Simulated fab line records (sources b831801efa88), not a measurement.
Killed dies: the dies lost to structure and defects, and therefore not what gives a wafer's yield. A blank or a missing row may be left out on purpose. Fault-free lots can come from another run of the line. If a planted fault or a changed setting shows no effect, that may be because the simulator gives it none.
Which of the tools did it? | flow sky130 | 21 wafers from 7 lots sampled at 2 of the route's 708 steps

## WHAT EACH GAUGE READ, for each wafer
SKY_VT_ADJUST_LVTN_TW_MEAS_21.
lot  | measured     | on            | VT_ADJUST_LVTN_2_TW
L787 | day 8 06:16  | film-metro-03 | 186.6 187.5 187.6
L791 | day 9 05:39  | film-metro-01 | 185.8 185.3 186.6
L797 | day 11 04:41 | film-metro-03 | 30.1 30.2 29.9
L799 | day 11 17:12 | film-metro-02 | 189.7 190.0 190.0
L803 | day 12 20:10 | film-metro-03 | 187.4 188.5 188.3
L804 | day 13 14:47 | film-metro-01 | 185.0 184.2 186.0
L808 | day 14 04:19 | film-metro-03 | 188.3 188.4 187.4

## EACH LOT AND THE TOOL THAT RAN IT (in order: tool; ch and the chambers of the sampled wafers; start)
lot  | SKY_VT_ADJUST_LVTN_IMPLANT_19
L787 | implanter-04 ch 0, day 8 06:03
L791 | implanter-04 ch 0, day 9 05:24
L797 | implanter-04, day 11 04:27
L799 | implanter-04 ch 0, day 11 16:59
L803 | implanter-04 ch 0, day 12 19:55
L804 | implanter-02 ch 0, day 13 14:32
L808 | implanter-04 ch 0, day 14 04:05
- SKY_VT_ADJUST_LVTN_IMPLANT_19

## THE ANSWER, worked out from the rows above alone
Rule: the lots themselves supply what counts as usual. The widest of any qualifying gaps counts: lots, ordered by their means at a reading, are off when they make up no more than a third of the lots, leave a main group of 4 or more, and stand apart from it by 3 or more times the standard deviation of that group's means. If all means in a main group match to the digits the tables above print for the reading, that group is not used. A lot without any number at a reading at which 4 lots or more have one is off too. All remaining lots with rows at the step are treated as sound.
Off: L797, seen at SKY_VT_ADJUST_LVTN_TW_MEAS_21 (VT_ADJUST_LVTN_2_TW). The main group has a mean of 187.4 with a standard deviation of 1.6.
If a tool, at a process step before that reading, ran all the lots that are off and no sound lot after the first of them, it fits. The gauges at SKY_VT_ADJUST_LVTN_TW_MEAS_21 are tried like those tools. No candidate that was tried fits.

## WHAT THE SIMULATOR PUT IN
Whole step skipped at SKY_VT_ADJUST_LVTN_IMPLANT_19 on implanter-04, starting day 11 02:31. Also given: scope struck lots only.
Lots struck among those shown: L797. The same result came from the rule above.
